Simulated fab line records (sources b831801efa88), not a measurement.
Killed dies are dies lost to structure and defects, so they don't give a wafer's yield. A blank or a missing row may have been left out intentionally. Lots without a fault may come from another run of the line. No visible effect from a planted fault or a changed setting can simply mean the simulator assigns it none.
Matching of chambers / flow sfq-line / SFQ_TRILAYER_I7_CMP_CMP_184 on cmp-02: 4 sister chambers
The step polishes SiO2. 14 wafers are shown with their chamber, then 6 later ones without.

WAFERS PAIRED WITH THEIR CHAMBERS
wafer=L236.1; chamber=3; motor-current-A (A)=12.4; time-to-endpoint-s (s)=199
wafer=L236.2; chamber=0; motor-current-A (A)=8.9; time-to-endpoint-s (s)=200
wafer=L236.5; chamber=0; motor-current-A (A)=9.5; time-to-endpoint-s (s)=209
wafer=L238.1; chamber=2; motor-current-A (A)=10.4; time-to-endpoint-s (s)=210
wafer=L238.5; chamber=0; motor-current-A (A)=9.0; time-to-endpoint-s (s)=214
wafer=L238.6; chamber=1; motor-current-A (A)=10.9; time-to-endpoint-s (s)=213
wafer=L239.3; chamber=0; motor-current-A (A)=8.9; time-to-endpoint-s (s)=201
wafer=L239.2; chamber=3; motor-current-A (A)=12.8; time-to-endpoint-s (s)=192
wafer=L239.6; chamber=0; motor-current-A (A)=9.4; time-to-endpoint-s (s)=201
wafer=L248.1; chamber=0; motor-current-A (A)=9.1; time-to-endpoint-s (s)=206
wafer=L248.2; chamber=2; motor-current-A (A)=10.7; time-to-endpoint-s (s)=196
wafer=L248.4; chamber=3; motor-current-A (A)=12.9; time-to-endpoint-s (s)=208
wafer=L250.1; chamber=2; motor-current-A (A)=10.2; time-to-endpoint-s (s)=208
wafer=L250.6; chamber=0; motor-current-A (A)=9.2; time-to-endpoint-s (s)=212

SIGNATURES, as means of the wafers listed above
reading=motor-current-A; chamber 0=9.143; chamber 1=10.900; chamber 2=10.433; chamber 3=12.700; scatter within a chamber=0.246
reading=time-to-endpoint-s; chamber 0=206.14; chamber 1=213.00; chamber 2=204.67; chamber 3=199.67; scatter within a chamber=6.62
Rule: for a wafer and a chamber, the distance is found by dividing, reading by reading, the gap between the wafer's reading and the chamber's mean by the reading's scatter, squaring, summing and taking the root. The wafer belongs to the nearest chamber; if the next one is less than 2 further off, it can't be placed. The scatter: take each reading less its chamber's mean, square it, sum over the shown wafers, divide by the number of wafers less the number of chambers, and take the root.

WAFERS WITHOUT THEIR CHAMBER
wafer=L256.3; motor-current-A (A)=10.3; time-to-endpoint-s (s)=203
wafer=L256.4; motor-current-A (A)=12.3; time-to-endpoint-s (s)=218
wafer=L256.5; motor-current-A (A)=10.8; time-to-endpoint-s (s)=217
wafer=L257.2; motor-current-A (A)=10.2; time-to-endpoint-s (s)=206
wafer=L257.3; motor-current-A (A)=8.8; time-to-endpoint-s (s)=218
wafer=L257.4; motor-current-A (A)=11.0; time-to-endpoint-s (s)=203

WHICH CHAMBER EACH ONE RAN IN
wafer=L256.3; from the rows above=2; in truth=2
wafer=L256.4; from the rows above=3; in truth=3
wafer=L256.5; from the rows above=can't be placed: 1 or 2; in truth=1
wafer=L257.2; from the rows above=2; in truth=2
wafer=L257.3; from the rows above=0; in truth=0
wafer=L257.4; from the rows above=can't be placed: 1 or 2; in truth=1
Correct placement for 4 of the 6. Can't be placed from these rows: 2 (the true chamber is among the candidates in 2). Number placed wrongly: 0.
